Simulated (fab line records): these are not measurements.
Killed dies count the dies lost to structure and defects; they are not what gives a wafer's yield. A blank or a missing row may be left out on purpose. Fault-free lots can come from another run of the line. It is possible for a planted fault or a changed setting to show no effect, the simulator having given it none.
Comparing a struck lot with a sound one | flow sky130 | 15 out of 708 route steps
Sound: these wafers, L369.2, L369.3, L369.4. Struck: wafers L375.1, L375.5, L375.6. At the end, the cause is stated.
Order at every step that has rows: each side's tool, ch and its chambers, its first start. Under that, the readings that differ: sound wafers | struck wafers | difference of the means | sigmas: that difference in standard deviations of wafers without a fault.
alike: readings whose means differ by less than 2 such deviations, and words and numbers that are the same on both sides. not compared: withheld readings, readings that some wafer has no value for, bounds like >300 that may hide the same value, and numbers for which the record gives no deviation and whose values overlap.
The two part at a step that has a row with sigmas, a row that says differs or no value, or rows on one side only. Numbers that have no deviation but don't overlap get no sigmas and don't part them. A reading missing from all wafers of one side parts the sides only when that side holds two or more wafers.

first, 7 steps without rows for these wafers: SKY_LDD_HVP_DEHYDRATE_00 (time 60 s); SKY_LDD_HVP_HMDS_01 (prime time 60 s); SKY_LDD_HVP_COAT_02 (resist thk 300 nm); SKY_LDD_HVP_SOFTBAKE_03 (time 60 s); SKY_LDD_HVP_EXPOSE_04 (exposes mask HVPTM, target cd 700 nm); SKY_LDD_HVP_PEB_05; SKY_LDD_HVP_DEVELOP_06 (develop time 60 s).
SKY_LDD_HVP_OVL_MEAS_07:
  sound: overlay-01 at day 22 09:30; struck: overlay-02 at day 25 00:35
  alike: LDD_HVP_OVL
then, 1 step without rows for these wafers: SKY_LDD_HVP_IMPLANT_08.
SKY_LDD_HVP_STRIP_09: strips in O2/N2.
  sound on plasmaAsher-03 ch 0,1, day 22 09:41; struck on plasmaAsher-03 ch 0,1, day 25 00:47
  alike: drypumpMotorCurrentA, oesProductAu, stripTimeToEndpointS
  not compared: rfHoursCounterH
SKY_LDD_HVP_TW_MEAS_10:
  sound: filmMetro-04 at day 22 09:47; struck: filmMetro-04 at day 25 00:53
reading    | sound             | struck            | difference | sigmas
LDD_HVP_TW | 461.6 459.9 459.9 | 465.4 467.2 463.7 | +5.0       | +2
then, 1 step without rows for these wafers: SKY_LDD_LDN_DEHYDRATE_00 (time 60 s).
SKY_LDD_LDN_HMDS_01: prime time 60 s.
  sound on lithoTrack-03 ch 0, day 23 00:52; struck on lithoTrack-03 ch 0, day 25 14:56
reading        | sound                | struck               | difference | sigmas
primeTempC (C) | 120.06 120.04 120.21 | 121.09 121.30 121.13 | +1.07      | +8
then, 1 step without rows for these wafers: SKY_LDD_LDN_COAT_02 (resist thk 1154 nm).
-- record jumps: 23 days separate the struck wafers' starts on either side; left off in module LDD_LDN, taken up again in module PAD_OPEN, whose first shown step is the route's number 708 --
SKY_PAD_OPEN_PROBE_99:
  record: rows for the struck wafers here (prober-02, day 48 04:49), none for the sound ones

## WHERE THEY PART
At SKY_LDD_HVP_TW_MEAS_10 first; at SKY_PAD_OPEN_PROBE_99 last (within this record only).

WHY: what the simulator had put in
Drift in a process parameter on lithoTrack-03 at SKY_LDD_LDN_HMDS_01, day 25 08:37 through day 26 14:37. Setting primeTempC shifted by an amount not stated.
